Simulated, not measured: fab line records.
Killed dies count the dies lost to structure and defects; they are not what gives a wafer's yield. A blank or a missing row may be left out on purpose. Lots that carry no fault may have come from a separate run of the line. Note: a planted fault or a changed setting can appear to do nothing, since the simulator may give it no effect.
A struck lot beside a sound one || flow sky130 || 16 steps out of a route of 708
Sound: these wafers, L902.1, L902.4, L902.5. Struck: wafers L916.2, L916.3, L916.4. Last of all comes the cause.
For every step that has rows: the tool of each side, followed by ch and its chambers, followed by its first start. Under that, the readings that differ: sound wafers || struck wafers || difference of the means || sigmas: that difference in standard deviations of wafers without a fault.
alike: readings whose means differ by less than 2 such deviations, and words and numbers that are the same on both sides. not compared: withheld readings, readings that some wafer has no value for, bounds like >300 that may hide the same value, and numbers for which the record gives no deviation and whose values overlap.
A row with sigmas, a row that says differs or no value, or rows on one side alone: a step with any of these is where the two part. Non-overlapping numbers with no deviation appear without sigmas and do not part them. A reading missing from all wafers of one side parts the sides only when that side holds two or more wafers.

first, 3 steps without rows for these wafers: SKY_SONOS_TUNNEL_EXPOSE_04 (exposes mask TUNM, target cd 410 nm); SKY_SONOS_TUNNEL_PEB_05; SKY_SONOS_TUNNEL_DEVELOP_06 (develop time 60 s).
SKY_SONOS_TUNNEL_CD_MEAS_07 targets a cd of 410 nm.
  sound on cd_sem-01 at day 11 17:59; struck on cd_sem-01 at day 16 10:55
  alike: cd_nm
SKY_SONOS_TUNNEL_OVL_MEAS_08:
  sound on overlay-01 at day 11 18:07; struck on overlay-01 at day 16 11:01
  alike: SONOS_TUNNEL_OVL
then, 3 steps without rows for these wafers: SKY_SONOS_TUNNEL_IMPLANT_09; SKY_SONOS_TUNNEL_WET_ETCH_10 (etches SiO2 in dHF, target depth 14 nm, time 280 s); SKY_SONOS_TUNNEL_STRIP_11 (strips in SPM, time 600 s).
SKY_SONOS_TUNNEL_TW_MEAS_12:
  sound on film_metro-02 at day 11 18:34; struck on film_metro-03 at day 16 11:29
  alike: SONOS_TUNNEL_TW
then, 2 steps without rows for these wafers: SKY_SONOS_TUNNEL_CLEAN_13 (cleans in dHF, time 20 s); SKY_SONOS_ONO_OXIDATION_00 (stabilise 600 s, purge 300 s, target thk 2.6 nm).
SKY_SONOS_ONO_THK_MEAS_01:
  sound on film_metro-03 at day 11 21:02; struck on film_metro-03 at day 16 12:54
  alike: SONOS_ONO_OXIDATION_THK
SKY_SONOS_ONO_CVD_02: deposits Si3N4 from DCS/NH3, target thk 10.5 nm, time 180 s.
  sound on lpcvd-02 ch 1, day 11 21:05; struck on lpcvd-02 ch 0, day 16 14:00
{"reading": "spike_tc_bottom_C (C)", "sound": "790.2 789.7 789.6", "struck": "794.9 793.0 793.4", "difference": "+3.9", "sigmas": "+2"}
{"reading": "spike_tc_centre_C (C)", "sound": "770.0 770.3 771.1", "struck": "789.7 788.3 790.9", "difference": "+19.2", "sigmas": "+16"}
{"reading": "spike_tc_upper_C (C)", "sound": "770.0 770.1 771.6", "struck": "766.5 766.4 766.6", "difference": -4.1, "sigmas": -4}
{"reading": "zone_power_centre_pct (%)", "sound": "12.3 12.4 12.2", "struck": "20.4 21.0 20.4", "difference": "+8.3", "sigmas": "+6"}
{"reading": "zone_power_lower_pct (%)", "sound": "12.54 12.59 12.81", "struck": "10.45 10.36 10.19", "difference": -2.31, "sigmas": -12}
{"reading": "zone_power_upper_pct (%)", "sound": "14.44 14.12 14.11", "struck": "10.86 11.13 10.99", "difference": -3.23, "sigmas": -15}
{"reading": "model.Si3N4_of_SONOS_ONO_CVD_02.thk_nm (nm)", "sound": "10.7 10.63 10.62", "struck": "10.83 11.01 11.2", "difference": "+0.36", "sigmas": ""}
SKY_SONOS_ONO_THK_MEAS_03:
  sound on film_metro-03 at day 11 22:08; struck on film_metro-03 at day 16 15:04
{"reading": "SONOS_ONO_CVD_02_THK (nm)", "sound": "10.71 10.64 10.60", "struck": "10.77 11.04 11.26", "difference": "+0.37", "sigmas": "+3"}
then, 1 step without rows for these wafers: SKY_SONOS_ONO_CVD_04 (deposits SiO2 from SiH4/N2O, target thk 5.7199 nm).
-- the record jumps here: 33 days lie between the struck wafers' starts before and after (it left off in module SONOS_ONO and takes up again in module PAD_OPEN, whose first step shown is number 708 of the route) --
SKY_PAD_OPEN_PROBE_99:
  sound on prober-01 at day 45 20:49; struck on prober-01 at day 49 09:45
{"reading": "model.etest.cap_ono.gate_log10_a_cm2", "sound": "-7.86 -7.919 -7.869", "struck": "-8.112 -8.267 -8.489", "difference": -0.407, "sigmas": ""}
{"reading": "model.etest.cap_ono.tox_acc_nm (nm)", "sound": "12.88 12.86 12.78", "struck": "13.05 13.18 13.29", "difference": "+0.33", "sigmas": ""}
{"reading": "model.etest.sonos_programmed.vt_v (V)", "sound": "1.426 1.451 1.468", "struck": "1.407 1.221 1.209", "difference": -0.169, "sigmas": ""}
{"reading": "model.etest.sonos_erased.vt_v (V)", "sound": "-2.254 -2.335 -2.319", "struck": "-2.238 -2.207 -2.137", "difference": "+0.109", "sigmas": ""}
{"reading": "model.etest.sonos_baked.vt_v (V)", "sound": "0.9339 0.9515 1.01", "struck": "0.8696 0.8471 0.7855", "difference": -0.1311, "sigmas": ""}
  alike: killed_at_M0_to_M3, killed_at_M4_up, killed_at_contacts, killed_at_front_end, killed_at_other, killed_dies, killed_open, killed_short
  not compared: model.etest.sonos_erased.drive_ua_um, model.etest.cap_ono.gate_bv_v, model.etest.sonos_programmed.off_log10_a_um

## WHERE THEY PART
Last at SKY_SONOS_ONO_THK_MEAS_03 as far as this record goes, first at SKY_SONOS_ONO_CVD_02. Later steps at which nothing parts them and some readings are alike: SKY_PAD_OPEN_PROBE_99.

WHY: whatever the simulator had introduced
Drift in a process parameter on lpcvd-02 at SKY_SONOS_ONO_CVD_02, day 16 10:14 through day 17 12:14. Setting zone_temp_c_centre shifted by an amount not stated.
